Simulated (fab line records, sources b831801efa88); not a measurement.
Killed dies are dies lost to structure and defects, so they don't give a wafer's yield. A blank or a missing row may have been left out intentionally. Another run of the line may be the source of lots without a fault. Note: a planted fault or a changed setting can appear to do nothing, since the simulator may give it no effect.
Chamber matching    flow sky130    SKY_SONOS_TUNNEL_WET_ETCH_10 on wet_bench-01: 4 sister chambers
The step etches SiO2 in dHF, target depth 14 nm, time 280 s. 4 wafers are shown with their chamber, then 10 later ones without.

## WAFERS WITH THEIR CHAMBER
wafer   chamber  temp_c (C)
L537.3  3        24.95
L540.6  0        24.96
L542.5  1        25.18
L543.3  2        25.12

## WAFERS WITH NO CHAMBER GIVEN
wafer   temp_c (C)
L543.6  24.84
L545.3  24.83
L545.4  25.03
L545.5  25.01
L551.3  24.87
L551.4  24.97
L551.6  24.87
L553.1  24.91
L553.2  24.84
L553.3  25.01

## WHICH CHAMBER EACH WENT THROUGH
wafer   from the rows above                in truth
L543.6  can't be placed: 3 or 0            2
L545.3  can't be placed: 3 or 0            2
L545.4  can't be placed: 0 or 3 or 2 or 1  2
L545.5  can't be placed: 0 or 3 or 2 or 1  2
L551.3  can't be placed: 3 or 0            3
L551.4  can't be placed: 0 or 3 or 2       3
L551.6  can't be placed: 3 or 0            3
L553.1  can't be placed: 3 or 0            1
L553.2  can't be placed: 3 or 0            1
L553.3  can't be placed: 0 or 3 or 2 or 1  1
0 of 10 placed correctly. Cannot be placed on the basis of these rows: 10; the candidates contain the true chamber in 6. Wrongly placed: 0.
How it was worked out, from the rows above alone: a wafer's distance from a chamber is the root of the sum, over the readings, of the square of ((its reading less the chamber's mean) divided by the reading's scatter). If the next closest chamber is less than 2 further off than the closest, the wafer can't be placed; otherwise it belongs to the closest. Each chamber's mean is taken over the wafers shown for it. The scatter (one wafer shown for each chamber): square how far every hidden wafer sits from the nearest shown wafer, average those squares and take the square root.
